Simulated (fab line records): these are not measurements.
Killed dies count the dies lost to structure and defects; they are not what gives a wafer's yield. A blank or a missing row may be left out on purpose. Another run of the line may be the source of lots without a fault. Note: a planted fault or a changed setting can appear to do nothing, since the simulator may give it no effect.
Which tool did it? ; flow sky130 ; 13 lots with 39 wafers sampled at 2 steps, on a route of 708 steps

== WHAT EACH GAUGE READ, for each wafer ==
SKY_LI_CONTACT_RS_MEAS_22: uses a four-point probe to measure.
lot;measured;on;LI_CONTACT_W_RS (ohm/sq)
L328;day 29 05:13;film metro-03;0.288 0.287 0.291
L330;day 29 23:20;film metro-01;0.288 0.284 0.290
L332;day 30 21:42;film metro-03;0.287 0.288 0.289
L335;day 31 13:54;film metro-03;0.293 0.290 0.289
L343;day 34 20:27;film metro-02;0.284 0.286 0.290
L341;day 34 20:53;film metro-02;0.291 0.291 0.292
L342;day 34 21:07;film metro-01;0.283 0.284 0.285
L344;day 34 21:35;film metro-01;0.289 0.290 0.290
L345;day 34 22:38;film metro-03;0.292 0.290 0.291
L348;day 35 13:25;film metro-01;0.282 0.286 0.284
L349;day 35 23:28;film metro-03;0.284 0.286 0.283
L350;day 36 08:55;film metro-03;0.287 0.291 0.287
L351;day 36 19:09;film metro-03;0.294 0.278 0.293

== WHICH TOOL RAN EACH LOT (tool, then ch and the chambers of the sampled wafers, then the start) ==
lot;SKY_LI_CONTACT_SPUTTER_19
L328;pvd sputter-01, day 29 04:56
L330;pvd sputter-01, day 29 23:05
L332;pvd sputter-02, day 30 21:25
L335;pvd sputter-01, day 31 13:29
L343;pvd sputter-04, day 34 20:10
L341;pvd sputter-01, day 34 20:29
L342;pvd sputter-04, day 34 20:52
L344;pvd sputter-02, day 34 21:11
L345;pvd sputter-02, day 34 22:14
L348;pvd sputter-01, day 35 13:07
L349;pvd sputter-02, day 35 23:11
L350;pvd sputter-04, day 36 08:28
L351;pvd sputter-04, day 36 18:53
- SKY_LI_CONTACT_SPUTTER_19: material Ti, target thk 20 nm, time 106.37 s.

== AS READ BY THE TOOLS THEMSELVES (means over the sampled wafers that have a number; for cases with no such wafer, the mark the record gives instead) ==
SKY_LI_CONTACT_SPUTTER_19.
lot;tool;chamber pressure pa (Pa);throttle valve pct (%)
L328;pvd sputter-01;5.002;29.1
L330;pvd sputter-01;4.999;29.2
L332;pvd sputter-02;5.004;30.7
L335;pvd sputter-01;5.244;29.4
L343;pvd sputter-04;5.008;29.4
L341;pvd sputter-01;5.001;29.9
L342;pvd sputter-04;5.001;29.6
L344;pvd sputter-02;4.997;30.6
L345;pvd sputter-02;5.000;30.5
L348;pvd sputter-01;4.999;29.1
L349;pvd sputter-02;5.001;30.5
L350;pvd sputter-04;4.993;29.1
L351;pvd sputter-04;5.003;29.5

== THE ANSWER, worked out from the rows above alone ==
Rule: what is usual is taken from the lots themselves. Put in order of their means at a reading, lots are off if they are a third of the lots or fewer, leave a main group of 4 or more, and stand apart from it by a gap of 3 or more times the standard deviation of the main group's means; of several such gaps the widest counts. Not used: any main group whose means are identical at the precision the tables above print for the reading. Also off: a lot with no number at a reading for which 4 or more lots have one. Where the step has rows for the other lots, those lots are counted as sound. After the gauges, taken in route order, come the tools' own readings; for these a lot's mean is taken, as printed above. At the first step where some lot is off, the reading lying furthest off is the one used; lots without a number count as furthest.
Off: L335, at SKY_LI_CONTACT_SPUTTER_19 (chamber pressure pa). Mean 5.001 Pa and standard deviation 0.0035 in the main group.
If a tool, at that step or one of the process steps before it, ran each lot that is off and ran no sound lot following the first of them, it fits. Not one of the candidates tried fits.

== WHAT THE SIMULATOR PUT IN ==
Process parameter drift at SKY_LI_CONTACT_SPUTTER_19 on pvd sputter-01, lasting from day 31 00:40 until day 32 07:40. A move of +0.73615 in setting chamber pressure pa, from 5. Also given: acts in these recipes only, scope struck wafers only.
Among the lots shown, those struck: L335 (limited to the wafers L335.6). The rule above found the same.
